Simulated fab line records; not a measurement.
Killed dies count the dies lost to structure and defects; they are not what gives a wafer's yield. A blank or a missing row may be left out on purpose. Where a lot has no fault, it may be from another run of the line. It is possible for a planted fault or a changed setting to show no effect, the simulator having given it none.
Which of the tools did it? ; flow sky130 ; 13 lots, 39 wafers sampled, at 2 steps of a route of 708

== WHAT THE GAUGES SHOWED, per wafer ==
SKY_VT_ADJUST_LVTN_TW_MEAS_10.
lot;measured;on;VT_ADJUST_LVTN_TW
L291;day 7 16:06;film_metro-02;238.1 240.0 238.6
L290;day 7 17:25;film_metro-01;245.2 245.0 246.0
L294;day 8 06:22;film_metro-03;243.8 243.9 243.9
L296;day 8 10:55;film_metro-01;245.1 244.9 244.2
L295;day 8 12:43;film_metro-03;242.1 243.0 242.9
L298;day 9 04:09;film_metro-01;244.7 244.3 244.0
L302;day 10 04:11;film_metro-01;244.9 245.7 244.8
L303;day 10 10:16;film_metro-02;224.5 225.2 225.5
L304;day 10 16:31;film_metro-02;225.4 225.3 226.4
L308;day 11 20:07;film_metro-03;242.5 243.1 242.1
L310;day 12 12:20;film_metro-03;244.3 242.3 243.5
L311;day 12 19:18;film_metro-01;245.5 244.2 245.7
L313;day 13 15:02;film_metro-02;239.7 238.7 240.1

== EACH LOT AND THE TOOL THAT RAN IT (in order: tool; ch and the chambers of the sampled wafers; start) ==
lot;SKY_VT_ADJUST_LVTN_IMPLANT_08
L291;implanter-02 ch 0, day 7 15:51
L290;implanter-03 ch 0, day 7 17:12
L294;implanter-03 ch 0, day 8 06:08
L296;implanter-04 ch 0, day 8 10:40
L295;implanter-02 ch 0, day 8 12:28
L298;implanter-03 ch 0, day 9 03:54
L302;implanter-02 ch 0, day 10 03:58
L303;implanter-03 ch 0, day 10 10:02
L304;implanter-03 ch 0, day 10 16:17
L308;implanter-02 ch 0, day 11 19:48
L310;implanter-04 ch 0, day 12 12:08
L311;implanter-04 ch 0, day 12 19:03
L313;implanter-02 ch 0, day 13 14:48
- SKY_VT_ADJUST_LVTN_IMPLANT_08

== AS READ BY THE TOOLS THEMSELVES (means over the sampled wafers that have a number; for cases with no such wafer, the mark the record gives instead) ==
The record holds no such reading with a usual standard deviation.

== THE ANSWER, worked out from the rows above alone ==
Rule: the lots themselves supply what counts as usual. The widest of any qualifying gaps counts: lots, ordered by their means at a reading, are off when they make up no more than a third of the lots, leave a main group of 4 or more, and stand apart from it by 3 or more times the standard deviation of that group's means. A main group is skipped when, at the precision printed for the reading in the tables above, its means are all equal. A lot without any number at a reading at which 4 lots or more have one is off too. All remaining lots with rows at the step are treated as sound. The gauges are gone through in route order, then the tools' own readings, and for those a lot's mean is taken as printed above. The first step at which some lot is off is used, and at that step the reading that is off furthest; a lot without a number counts as furthest.
Off: at SKY_VT_ADJUST_LVTN_TW_MEAS_10 (VT_ADJUST_LVTN_TW), L303, L304. The main group: mean 243.2, standard deviation 2.1.
If a tool, at a process step before that reading, ran all the lots that are off and no sound lot after the first of them, it fits. Gauges at SKY_VT_ADJUST_LVTN_TW_MEAS_10: tried the same way as those tools. One candidate fits, namely implanter-03 at SKY_VT_ADJUST_LVTN_IMPLANT_08. A fault onset in the window from L298 (day 9 03:54, its last sound lot) to L303 (day 10 10:02, its first lot off) fits.

== WHAT THE SIMULATOR PUT IN ==
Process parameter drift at SKY_VT_ADJUST_LVTN_IMPLANT_08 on implanter-03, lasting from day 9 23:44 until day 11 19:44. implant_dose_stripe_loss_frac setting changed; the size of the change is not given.
Shown lots that were struck: L303, L304. The rule above found the same.
